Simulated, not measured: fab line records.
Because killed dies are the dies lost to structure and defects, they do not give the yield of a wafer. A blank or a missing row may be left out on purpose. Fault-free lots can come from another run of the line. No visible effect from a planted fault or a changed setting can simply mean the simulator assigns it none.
fab line records -- flow sky130
record lots=14, wafers=42, last_day=50
route steps=708 shown METAL3@565 VIA3@597 METAL4@602 CAP2M@615
lots with no fault: from the same line, run without faults
start_h: hours from the record's opening day to when the first of the lot's shown wafers began -- wait_h: hours from the lot's prior step to this one -- " the same as in the row above -- L1.1+2: a single row standing in for several wafers -- - value missing, or start not given -- * or withheld: withheld -- < > ~ a bound
route shown NAME@n: NAME is a module with steps in the file, n the number in the route of the first one -- usual: mean/standard deviation of fault-free wafers -- same: alike in all rows -- chamber/n: place in a boat -- sites: each site's reading -- _std_site: the values' standard deviation -- _edge_site: outer sites' mean less inner sites' -- radius_mm: for every site, how far away it sits from the centre of the wafer -- mask NAME#n: copy n -- behind: the tool/chamber that last shaped the wafer -- hold: what put the lot on hold/how long, in hours/how the hold closed -- device: names the non-switching transistor (n, p or np) -- end of line: tests of these same wafers at the route's end -- a step given without rows: its recipe and nothing more -- killed: dies that structure and defects cost at the first sort, which is not the same as the wafer's yield -- map: a wafer's dies, marking killed ones x, the rest . and places with no die _
set.NAME: the setting the step ran with; set.NAME@STEP: the setting that earlier step ran with -- model.NAME: the simulator's own value behind a step, which no gauge read
steps of the route over a sample of lots; a table a step, a row a wafer
services: from which hour (start_h, from the record's first day; less than 0 if before it) a tool's chamber was out of use, for how many hours, and why
## steps
# step SKY_METAL3_DESCUM_15
# recipe chemistry=O2, source_power_w=150, bias_power_w=0, pressure_mtorr=10, temp_c=40, time_s=8
# usual drypump_motor_current_A=5.8/0.62, oes_product_au=1.000/0.0068
lot.wafer,tool,chamber,start_h,wait_h,drypump_motor_current_A,oes_product_au,rf_hours_counter_h
L647.2,rie_metal-04,0,908.16,0.0,5.1,1.005,0
L647.3,rie_metal-04,1,908.16,0.0,6.0,1.001,-
L647.4,rie_metal-04,0,908.16,0.0,5.1,0.999,-
L648.4,rie_metal-02,0,916.10,0.0,4.7,1.001,-
L648.5,rie_metal-02,0,916.10,0.0,4.7,0.997,-
L648.6,rie_metal-02,1,916.10,0.0,6.5,1.007,-
L649.1,rie_metal-02,0,925.96,0.0,4.7,0.999,16
L649.2,rie_metal-02,1,925.96,0.0,6.5,1.002,10
L649.6,rie_metal-02,1,925.96,0.0,6.5,1.014,-
L650.1,rie_metal-01,0,940.84,0.0,6.4,0.998,12
L650.4,rie_metal-01,1,940.84,0.0,5.8,1.001,-
L650.6,rie_metal-01,0,940.84,0.0,6.5,0.997,-
L652.1,rie_metal-02,1,952.44,0.0,6.5,1.002,11
L652.4,rie_metal-02,0,952.44,0.0,4.7,0.995,-
L652.6,rie_metal-02,1,952.44,0.0,6.5,1.009,-
L653.1,rie_metal-01,0,966.61,0.0,6.4,1.005,14
L653.2,rie_metal-01,1,966.61,0.0,5.8,0.996,4
L653.6,rie_metal-01,1,966.61,0.0,5.8,1.000,-
L654.1,rie_metal-04,0,973.81,0.0,5.1,0.996,4
L654.2,rie_metal-04,1,973.81,0.0,6.1,1.003,7
L654.4,rie_metal-04,1,973.81,0.0,6.1,0.994,-
L655.2,rie_metal-04,1,981.21,0.0,6.1,1.002,7
L655.3,rie_metal-04,1,981.21,0.0,6.0,1.006,-
L655.6,rie_metal-04,1,981.21,0.0,6.0,1.005,-
L657.1,rie_metal-04,1,984.99,0.0,6.1,1.005,8
L657.3,rie_metal-04,0,984.99,0.0,5.1,1.003,-
L657.5,rie_metal-04,1,984.99,0.0,6.1,1.000,-
L660.4,rie_metal-01,0,1007.37,0.0,6.4,1.004,-
L660.5,rie_metal-01,1,1007.37,0.0,5.8,1.006,-
L660.6,rie_metal-01,0,1007.37,0.0,6.4,0.992,-
L661.1,rie_metal-02,0,1016.49,0.0,4.7,0.991,20
L661.2,rie_metal-02,1,1016.49,0.0,6.5,1.005,14
L661.3,rie_metal-02,1,1016.49,0.0,6.5,1.006,-
L664.2,rie_metal-04,0,1036.96,0.0,5.1,0.999,7
L664.4,rie_metal-04,1,1036.96,0.0,6.0,1.007,-
L664.6,rie_metal-04,1,1036.96,0.0,6.1,1.005,-
L666.2,rie_metal-04,1,1044.39,0.0,6.1,1.003,11
L666.3,rie_metal-04,1,1044.39,0.0,6.0,1.010,-
L666.4,rie_metal-04,0,1044.39,0.0,5.1,0.990,-
L668.2,rie_metal-04,0,1056.64,0.0,5.1,1.008,8
L668.5,rie_metal-04,1,1056.64,0.0,6.0,1.004,-
L668.6,rie_metal-04,0,1056.64,0.0,5.1,0.995,-
# step SKY_VIA3_CMP_24
# recipe stop_on=SiO2, t_overpolish_s=20, down_force_psi=3.5, platen_rpm=60, target_thk_nm=0, pad_velocity_m_s=0.94248
# usual motor_current_A=10.6/1.3, overpolish_run_s=20.001/0.0093, slurry_flow_ml_min=150.0/0.49, time_to_endpoint_s=95/3.5
lot.wafer,tool,chamber,start_h,wait_h,motor_current_A,overpolish_run_s,slurry_flow_ml_min,time_to_endpoint_s
L647.3,cmp-02,0,936.30,0.1,11.1,20.013,149.6,97
L647.2,cmp-02,1,936.30,0.1,10.7,20.020,149.8,97
L647.4,cmp-02,2,936.30,0.1,9.4,20.000,150.1,97
L648.4,cmp-02,1,943.76,0.1,10.2,19.973,149.5,98
L648.5,cmp-02,0,943.76,0.1,10.4,19.995,150.5,99
L648.6,cmp-02,1,943.76,0.1,10.8,19.992,149.9,99
L649.2,cmp-01,0,953.16,0.0,11.9,20.007,150.0,95
L649.1,cmp-01,2,953.16,0.0,12.8,20.000,150.6,92
L649.6,cmp-01,1,953.16,0.0,8.9,20.005,150.8,96
L650.4,cmp-01,1,967.90,0.0,8.4,20.007,149.2,97
L650.1,cmp-01,3,967.90,0.0,9.7,20.014,150.1,95
L650.6,cmp-01,2,967.90,0.0,12.9,19.984,149.7,93
L652.4,cmp-02,1,979.72,0.1,10.6,19.997,149.7,95
L652.1,cmp-02,2,979.72,0.1,9.0,20.007,150.6,93
L652.6,cmp-02,3,979.72,0.1,11.3,19.989,149.4,96
L653.1,cmp-02,1,993.22,0.1,9.6,19.997,149.2,87
L653.2,cmp-02,0,993.22,0.1,11.0,20.004,149.5,85
L653.6,cmp-02,2,993.22,0.1,9.2,20.003,150.3,92
L654.2,cmp-01,0,1000.23,0.0,10.2,20.004,150.6,96
L654.4,cmp-01,1,1000.23,0.0,8.7,19.996,150.3,100
L654.1,cmp-01,3,1000.23,0.0,9.7,20.019,148.5,97
L655.2,cmp-02,1,1007.63,0.1,10.6,20.006,149.8,91
L655.3,cmp-02,2,1007.63,0.1,9.2,19.982,150.1,90
L655.6,cmp-02,0,1007.63,0.1,11.0,19.996,150.0,88
L657.3,cmp-02,0,1011.74,0.0,10.9,19.991,150.2,91
L657.1,cmp-02,2,1011.74,0.0,9.5,20.010,150.2,92
L657.5,cmp-02,1,1011.74,0.0,10.5,20.010,150.2,91
L660.4,cmp-02,1,1032.85,0.1,10.2,0.040,149.4,147
L660.6,cmp-02,0,1032.85,0.1,10.7,20.000,149.8,92
L660.5,cmp-02,1,1032.85,0.1,9.9,20.001,150.3,90
L661.1,cmp-01,2,1042.38,0.3,13.3,20.009,149.6,102
L661.2,cmp-01,0,1042.38,0.3,11.3,19.996,150.3,97
L661.3,cmp-01,1,1042.38,0.3,8.7,19.993,149.9,101
L664.4,cmp-01,2,1061.67,0.0,13.1,19.995,149.6,94
L664.2,cmp-01,1,1061.67,0.0,9.0,19.992,150.4,101
L664.6,cmp-01,3,1061.67,0.0,9.5,20.004,149.8,97
L666.3,cmp-02,1,1070.12,0.0,10.1,19.988,149.6,96
L666.4,cmp-02,2,1070.12,0.0,9.2,0.035,149.4,150
L666.2,cmp-02,3,1070.12,0.0,11.8,0.042,149.7,149
L668.2,cmp-01,0,1081.41,0.1,10.7,20.015,149.5,92
L668.5,cmp-01,3,1081.41,0.1,9.7,19.990,150.2,92
L668.6,cmp-01,0,1081.41,0.1,12.0,20.000,150.0,96
# step SKY_METAL4_SPUTTER_04
# recipe material=TiN, target_thk_nm=70, power_w=6500, time_s=58.3, chamber_pressure_pa=0.4
# usual throttle_valve_pct=30.6/1.2
lot.wafer,tool,chamber,start_h,wait_h,throttle_valve_pct
L647.2,pvd_sputter-04,-,936.66,0.0,30.0
L647.3,pvd_sputter-04,-,936.66,0.0,30.4
L647.4,pvd_sputter-04,-,936.66,0.0,30.5
L648.4,pvd_sputter-04,-,944.12,0.0,29.1
L648.5,pvd_sputter-04,-,944.12,0.0,29.7
L648.6,pvd_sputter-04,-,944.12,0.0,30.2
L649.1,pvd_sputter-04,-,953.57,0.0,29.7
L649.2,pvd_sputter-04,-,953.57,0.0,30.4
L649.6,pvd_sputter-04,-,953.57,0.0,30.1
L650.1,pvd_sputter-02,-,968.30,0.0,31.7
L650.4,pvd_sputter-02,-,968.30,0.0,33.5
L650.6,pvd_sputter-02,-,968.30,0.0,32.1
L652.1,pvd_sputter-01,-,980.02,0.0,30.2
L652.4,pvd_sputter-01,-,980.02,0.0,30.7
L652.6,pvd_sputter-01,-,980.02,0.0,30.8
L653.1,pvd_sputter-01,-,993.62,0.0,31.0
L653.2,pvd_sputter-01,-,993.62,0.0,29.9
L653.6,pvd_sputter-01,-,993.62,0.0,30.8
L654.1,pvd_sputter-02,-,1000.64,0.0,28.6
L654.2,pvd_sputter-02,-,1000.64,0.0,30.7
L654.4,pvd_sputter-02,-,1000.64,0.0,31.6
L655.2,pvd_sputter-01,-,1007.94,0.0,30.7
L655.3,pvd_sputter-01,-,1007.94,0.0,30.0
L655.6,pvd_sputter-01,-,1007.94,0.0,31.0
L657.1,pvd_sputter-04,-,1012.14,0.0,30.2
L657.3,pvd_sputter-04,-,1012.14,0.0,29.1
L657.5,pvd_sputter-04,-,1012.14,0.0,29.0
L660.5,pvd_sputter-01,-,1033.23,0.0,30.6
L660.6,pvd_sputter-01,-,1033.23,0.0,31.0
L661.1,pvd_sputter-01,-,1042.78,0.0,31.0
L661.2,pvd_sputter-01,-,1042.78,0.0,30.8
L661.3,pvd_sputter-01,-,1042.78,0.0,29.5
L664.2,pvd_sputter-02,-,1062.07,0.0,28.5
L664.4,pvd_sputter-02,-,1062.07,0.0,33.5
L664.6,pvd_sputter-02,-,1062.07,0.0,28.5
L666.3,pvd_sputter-02,-,1070.53,0.0,31.7
L668.2,pvd_sputter-02,-,1081.76,0.0,30.6
L668.5,pvd_sputter-02,-,1081.76,0.0,33.4
L668.6,pvd_sputter-02,-,1081.76,0.0,28.7
# step SKY_CAP2M_OVL_MEAS_12
# usual CAP2M_OVL=0.4/1.4
lot.wafer,tool,chamber,start_h,wait_h,CAP2M_OVL[nm]
L647.2,overlay-01,-,960.77,0.1,-0.1
L647.3,overlay-01,-,960.77,0.1,2.0
L647.4,overlay-01,-,960.77,0.1,0.7
L648.4,overlay-02,-,968.13,0.1,1.8
L648.5,overlay-02,-,968.13,0.1,0.8
L648.6,overlay-02,-,968.13,0.1,1.8
L649.1,overlay-01,-,978.43,0.1,0.7
L649.2,overlay-01,-,978.43,0.1,-0.7
L649.6,overlay-01,-,978.43,0.1,0.1
L650.1,overlay-01,-,992.16,0.1,0.6
L650.4,overlay-01,-,992.16,0.1,-0.2
L650.6,overlay-01,-,992.16,0.1,0.5
L652.1,overlay-01,-,1003.68,0.1,-1.2
L652.4,overlay-01,-,1003.68,0.1,0.0
L652.6,overlay-01,-,1003.68,0.1,-0.2
L653.1,overlay-01,-,1017.41,0.1,1.2
L653.2,overlay-01,-,1017.41,0.1,2.5
L653.6,overlay-01,-,1017.41,0.1,1.1
L654.1,overlay-02,-,1024.18,0.1,0.4
L654.2,overlay-02,-,1024.18,0.1,-0.9
L654.4,overlay-02,-,1024.18,0.1,-1.2
L655.2,overlay-02,-,1030.26,0.1,-0.5
L655.3,overlay-02,-,1030.26,0.1,1.2
L655.6,overlay-02,-,1030.26,0.1,-0.1
L657.1,overlay-01,-,1034.71,0.1,-0.4
L657.3,overlay-01,-,1034.71,0.1,0.7
L657.5,overlay-01,-,1034.71,0.1,1.7
L660.5,overlay-01,-,1055.81,0.0,1.1
L660.6,overlay-01,-,1055.81,0.0,-1.1
L661.1,overlay-01,-,1065.21,0.1,1.0
L661.2,overlay-01,-,1065.21,0.1,0.4
L661.3,overlay-01,-,1065.21,0.1,-0.2
L664.2,overlay-01,-,1083.82,0.1,1.1
L664.4,overlay-01,-,1083.82,0.1,-0.3
L664.6,overlay-01,-,1083.82,0.1,0.7
L666.3,overlay-02,-,1091.15,0.1,-1.1
L668.2,overlay-01,-,1102.34,0.1,2.4
L668.5,overlay-01,-,1102.34,0.1,3.3
L668.6,overlay-01,-,1102.34,0.1,2.8
## services
tool,chamber,start_h,hours,kind
rie_metal-02,-,898.00,1.5,repair
cmp-01,-,909.31,0.3,repair
cmp-02,-,912.62,4.0,pm
cmp-02,-,916.62,-,consumable_replace:conditioner
cmp-02,-,916.62,-,consumable_replace:pad
rie_metal-01,1,934.01,1.2,repair
cmp-02,-,945.10,3.9,repair
rie_metal-01,-,951.07,2.8,pm
rie_metal-02,-,978.15,2.8,pm
pvd_sputter-04,-,983.99,1.9,repair
cmp-01,-,989.97,4.3,pm
rie_metal-02,-,994.34,14.6,pm
pvd_sputter-02,-,1001.31,36.9,repair
cmp-01,-,1002.88,1.0,repair
cmp-01,-,1006.92,15.1,pm
cmp-01,-,1031.39,2.3,repair
cmp-02,-,1037.34,0.2,repair
cmp-02,-,1040.11,2.4,repair
rie_metal-01,1,1040.95,5.8,repair
rie_metal-02,0,1049.63,-,clean
rie_metal-02,0,1049.63,21.0,scheduled_down
rie_metal-02,0,1049.63,21.0,vent_cycle
pvd_sputter-04,-,1057.39,14.6,repair
## key
first_sign step=SKY_VIA3_CMP_24, reading=overpolish_run_s, direction=down, sigmas=99+, usual=20.001, struck=0.039
effect step=SKY_VIA3_CMP_24, reading=time_to_endpoint_s, direction=up, sigmas=15, usual=*, struck=*
met_at SKY_VIA3_CMP_24
struck_lots L660,L666
struck_wafers L660.4,L666.2,L666.4
later_rows_left_out L660.4,L666.2,L666.4
sort_left_out L660.4,L666.2,L666.4
not_acting_at SKY_METAL3_DESCUM_15,SKY_METAL4_SPUTTER_04,SKY_CAP2M_OVL_MEAS_12
onset_between 1011.74 1032.85
fault kind=process_parameter_drift, tool=cmp-02, chamber=-, onset_h=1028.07, steps=SKY_VIA3_CMP_24, channel=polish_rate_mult, offset=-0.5, shape=step, end_h=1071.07, scope=struck_wafers_only
# sort_left_out: the simulated sort isn't trusted on such a fault, so these wafers' sort isn't shown, and their yield isn't known
# later_rows_left_out: the simulator's readings of these wafers behind a module that went badly wrong aren't trusted and aren't shown, but for the sort
